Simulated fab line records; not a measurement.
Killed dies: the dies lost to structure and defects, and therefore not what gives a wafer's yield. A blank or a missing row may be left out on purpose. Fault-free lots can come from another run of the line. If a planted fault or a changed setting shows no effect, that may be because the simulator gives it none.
Check of tool commonality | flow gf180mcu | 12 lots and 42 wafers in the sample

THE REASON FOR OPENING IT
Flagged at GF_M1_CD_MEAS_14: reading cdNm, on 2 of 12 lots. Wafers without a fault read 230.0 nm, standard deviation 1.1.
Rule: a lot is flagged when every wafer of it that has a number lies more than 4 standard deviations from that mean, or none has a number. All remaining lots are regarded as sound.

lot  | measured     | on       | cdNm (nm), wafer by wafer           | flag
L108 | day 17 04:02 | cdSem-01 | 230.4 230.6 232.0                   | 
L110 | day 17 20:32 | cdSem-02 | 231.9 231.4 230.4                   | 
L112 | day 18 17:49 | cdSem-02 | 231.2 230.3 231.5                   | 
L115 | day 19 23:08 | cdSem-02 | 229.6 230.3 230.2                   | 
L116 | day 20 05:14 | cdSem-02 | 230.0 229.3 229.2                   | 
L117 | day 20 15:13 | cdSem-01 | 229.8 229.6 229.5                   | 
L119 | day 21 10:14 | cdSem-01 | 230.9 229.9 230.5                   | 
L121 | day 22 07:59 | cdSem-02 | 232.7 232.6 233.1                   | 
L124 | day 23 05:55 | cdSem-02 | 199.5 206.0 223.8 199.9 206.4 223.8 | FLAGGED
L125 | day 23 13:05 | cdSem-02 | 223.8 209.7 217.9 223.9 209.7 218.3 | FLAGGED
L130 | day 25 03:08 | cdSem-01 | 228.8 230.1 229.3                   | 
L131 | day 25 14:11 | cdSem-02 | 231.1 230.3 232.0                   | 
Average over the flagged lots: 213.6 nm; offset from the usual -16.4 nm, equal to -15 standard deviations.

WHICH TOOL EACH LOT WENT THROUGH
2 process steps preceding the reading are held in the record, out of 602 steps in the route. In each cell: the tool, then ch and the chambers that the sampled wafers went through, then the start.
lot  | flag    | GF_CONTACT_CMP_04             | GF_M1_EXPOSE_11
L108 |         | cmp-02 ch 0,2,3, day 15 05:44 | krfScanner-01 ch 0, day 16 16:55
L110 |         | cmp-02 ch 0,2, day 15 21:07   | krfScanner-01 ch 0, day 17 08:38
L112 |         | cmp-01 ch 0,3, day 16 17:26   | krfScanner-02 ch 0, day 18 06:05
L115 |         | cmp-01 ch 0,3, day 17 20:17   | krfScanner-01 ch 0, day 19 10:49
L116 |         | cmp-01 ch 1,2,3, day 18 03:16 | krfScanner-02 ch 0, day 19 17:19
L117 |         | cmp-01 ch 2,3, day 18 11:53   | krfScanner-02 ch 0, day 20 03:09
L119 |         | cmp-02 ch 0,2, day 19 05:40   | krfScanner-01 ch 0, day 20 22:16
L121 |         | cmp-02 ch 0,1, day 20 06:02   | krfScanner-01 ch 0, day 21 19:55
L124 | FLAGGED | cmp-02 ch 0,1,3, day 21 05:44 | krfScanner-01 ch 0, day 22 18:25
L125 | FLAGGED | cmp-02 ch 0,1,3, day 21 11:13 | krfScanner-01 ch 0, day 23 01:05
L130 |         | cmp-02 ch 1,2,3, day 23 04:52 | krfScanner-02 ch 0, day 24 16:34
L131 |         | cmp-02 ch 1,2, day 23 15:29   | krfScanner-02 ch 0, day 25 03:08
What these steps do:
- GF_CONTACT_CMP_04: polishes SiO2.
- GF_M1_EXPOSE_11: exposes mask Metal1, target cd 230 nm.
- GF_M1_CD_MEAS_14: target cd 230 nm.

FLAGGED OVER TOTAL, TOOL BY TOOL (the gauges that took the reading come last)
step              | tool          | lots run | flagged | share of the flagged lots | sound lots run after its first flagged lot
GF_CONTACT_CMP_04 | cmp-01        | 4        | 0       | none                      | -
GF_CONTACT_CMP_04 | cmp-02        | 8        | 2       | all                       | 2 (L130,L131)
GF_M1_EXPOSE_11   | krfScanner-01 | 7        | 2       | all                       | 0
GF_M1_EXPOSE_11   | krfScanner-02 | 5        | 0       | none                      | -
GF_M1_CD_MEAS_14  | cdSem-01      | 4        | 0       | none                      | -
GF_M1_CD_MEAS_14  | cdSem-02      | 8        | 2       | all                       | 1 (L131)

WHAT IS ALLOWED BY THE TABLE
cmp-02 at GF_CONTACT_CMP_04, krfScanner-01 at GF_M1_EXPOSE_11 and cdSem-02 at GF_M1_CD_MEAS_14: these 3 rows of the table ran every flagged lot.
- cmp-02 at GF_CONTACT_CMP_04 ran 8 lots, 2 of them flagged. Sound lots ran on it after the first flagged one (L130, L131), which a lasting fault on the whole tool wouldn't allow.
- krfScanner-01 at GF_M1_EXPOSE_11 ran 7 lots, 2 of them flagged. Its last sound lot is L121 (day 21 19:55), its first flagged lot L124 (day 22 18:25): a fault that began between those two fits.
- cdSem-02 at GF_M1_CD_MEAS_14 ran 8 lots, 2 of them flagged. Sound lots ran on it after the first flagged one (L131), which a lasting fault on the whole tool wouldn't allow.
Just one tool remains: krfScanner-01 at GF_M1_EXPOSE_11.

WHAT THE SIMULATOR HAD INSERTED
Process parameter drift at GF_M1_EXPOSE_11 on krfScanner-01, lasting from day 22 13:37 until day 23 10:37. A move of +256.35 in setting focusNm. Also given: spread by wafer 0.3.
Lots struck among those shown: L124, L125. The same result came from the rule above.
